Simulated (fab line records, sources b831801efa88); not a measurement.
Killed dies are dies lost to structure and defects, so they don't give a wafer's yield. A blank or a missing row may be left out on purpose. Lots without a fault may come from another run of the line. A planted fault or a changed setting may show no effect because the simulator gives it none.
Chamber matching | flow sky130 | SKY_LI_CONTACT_ETCH_14 on rie_diel-01: 4 sister chambers
The step etches BARC in N2/H2, stops on SiO2, time 45.9 s, target depth 60 nm. 8 wafers are shown with their chamber, then 7 later ones without.

WAFERS WITH THEIR CHAMBER
wafer  | chamber | drypump_motor_current_A (A) | h2_flow_sccm (sccm)
L670.3 | 0       | 5.9                         | 200.0
L674.5 | 1       | 6.0                         | 199.3
L674.6 | 2       | 6.3                         | 201.4
L676.1 | 3       | 5.3                         | 200.3
L676.4 | 2       | 6.3                         | 200.6
L676.6 | 3       | 5.3                         | 199.8
L679.2 | 1       | 6.1                         | 200.0
L679.3 | 0       | 5.9                         | 199.7

WAFERS WITHOUT THEIR CHAMBER
wafer  | drypump_motor_current_A (A) | h2_flow_sccm (sccm)
L679.4 | 6.3                         | 199.6
L681.4 | 5.9                         | 200.5
L681.5 | 5.9                         | 200.1
L681.6 | 5.3                         | 200.3
L692.1 | 5.9                         | 201.3
L692.2 | 6.1                         | 200.3
L692.4 | 6.2                         | 199.6

WHICH CHAMBER EACH WENT THROUGH
wafer  | from the rows above     | in truth
L679.4 | 2                       | 2
L681.4 | 0                       | 0
L681.5 | 0                       | 0
L681.6 | 3                       | 3
L692.1 | 0                       | 0
L692.2 | 1                       | 1
L692.4 | can't be placed: 1 or 2 | 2
Placed correctly: 6 of 7. Can't be placed from these rows: 1 (the true chamber is among the candidates in 1). Placed wrongly: 0.
How it was worked out, from the rows above alone: a wafer's distance from a chamber is the root of the sum, over the readings, of the square of ((its reading less the chamber's mean) divided by the reading's scatter). The wafer belongs to the nearest chamber; if the next one is less than 2 further off, it can't be placed. A chamber's mean is the mean of its shown wafers. The scatter: the root of (the sum of the squares of (reading less its chamber's mean) over the shown wafers, divided by (wafers less chambers)).
